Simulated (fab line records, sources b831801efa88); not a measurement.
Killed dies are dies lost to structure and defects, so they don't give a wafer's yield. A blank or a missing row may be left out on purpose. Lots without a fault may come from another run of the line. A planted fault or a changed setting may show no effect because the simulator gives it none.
Split-lot experiment | flow sky130 | 5 lots, 23 wafers read, on a route of 708 steps

THE SPLIT
At SKY_METAL5_DEVELOP_13 (develop time 60 s), the setting develop_time_s was moved away from the recipe's 60 s on 9 of the 23 wafers read, by -11.7% to +5.5%. The other wafers ran this setting at the recipe's value.

The file shows no step between the split and the reading.

THE READING
METAL5.cd_nm (the simulator's own value, which no gauge read), in nm, at SKY_METAL5_DESCUM_14 (chemistry O2, time 11 s). The file gives no usual value for it. The 14 wafers here that ran the recipe average 1599 nm, standard deviation 2.1 nm.

wafer  | tool, chamber at the split | develop_time_s as run, s | against the recipe | METAL5.cd_nm, nm | against lot-mates on the recipe
L078.2 | litho_track-02, 0          | 60                       | recipe             | 1599             | -
L078.3 | litho_track-02, 0          | 60                       | recipe             | 1603             | -
L078.6 | litho_track-02, 0          | 60                       | recipe             | 1602             | -
L079.1 | litho_track-01, 0          | 63.33                    | +5.5%              | 1594             | -2
L079.2 | litho_track-01, 0          | 60                       | recipe             | 1595             | -
L079.4 | litho_track-01, 0          | 63.33                    | +5.5%              | 1590             | -6
L079.5 | litho_track-01, 0          | 60                       | recipe             | 1598             | -
L079.6 | litho_track-01, 0          | 63.33                    | +5.5%              | 1593             | -4
L080.1 | litho_track-01, 0          | 60                       | recipe             | 1598             | -
L080.2 | litho_track-01, 0          | 52.95                    | -11.7%             | 1613             | +14
L080.4 | litho_track-01, 0          | 60                       | recipe             | 1600             | -
L080.5 | litho_track-01, 0          | 52.95                    | -11.7%             | 1610             | +11
L080.6 | litho_track-01, 0          | 60                       | recipe             | 1599             | -
L081.1 | litho_track-03, 0          | 60                       | recipe             | 1597             | -
L081.5 | litho_track-03, 0          | 60                       | recipe             | 1597             | -
L081.2 | litho_track-03, 0          | 60                       | recipe             | 1598             | -
L081.3 | litho_track-03, 0          | 55.03                    | -8.3%              | 1607             | +10
L081.4 | litho_track-03, 0          | 55.03                    | -8.3%              | 1606             | +9
L085.1 | litho_track-02, 0          | 56.65                    | -5.6%              | 1605             | +5
L085.2 | litho_track-02, 0          | 56.65                    | -5.6%              | 1604             | +4
L085.3 | litho_track-02, 0          | 60                       | recipe             | 1598             | -
L085.4 | litho_track-02, 0          | 60                       | recipe             | 1600             | -
L085.5 | litho_track-02, 0          | 60                       | recipe             | 1601             | -

THE FIT
A straight line over all 23 wafers: METAL5.cd_nm changes by -1.06 nm for each +1% of develop_time_s; r = -0.94; the points scatter about the line by 1.9 nm.
The same after taking each lot's own level away (the mean of its wafers on the recipe; 23 wafers): -0.984 nm for each +1%; r = -0.96; scatter 1.4 nm.
On that fit, the largest move of develop_time_s shifts the reading by 12 nm.
The lots' own levels span 1596.5 to 1601.3 nm, that is 2.4 times the standard deviation above.
So the lot-to-lot level changes the slope little: the two slopes agree.
Check: with one of the wafers moved furthest among these (-11.7%) left out of the fit, the line predicts +11.1 nm for it against its lot-mates. It came out at +14 nm against them.

OTHER SPLITS ON THESE WAFERS
These wafers also went through other splits before the reading. Each is held against what the fit with the lots' levels taken away leaves over:
other split on the same wafers | wafers away from the commonest value | r with METAL5.cd_nm (lot level and that fit taken away)
SKY_VIA4_COAT_06 spin_rpm      | 5                                    | +0.19
SKY_VIA4_CVD_18 pressure_torr  | 18                                   | +0.03
SKY_METAL5_SPUTTER_00 power_w  | 11                                   | +0.30

THE FILE'S OWN FIT
METAL5.cd_nm changes by -1.02 nm for each +1% of develop_time_s, r = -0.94.
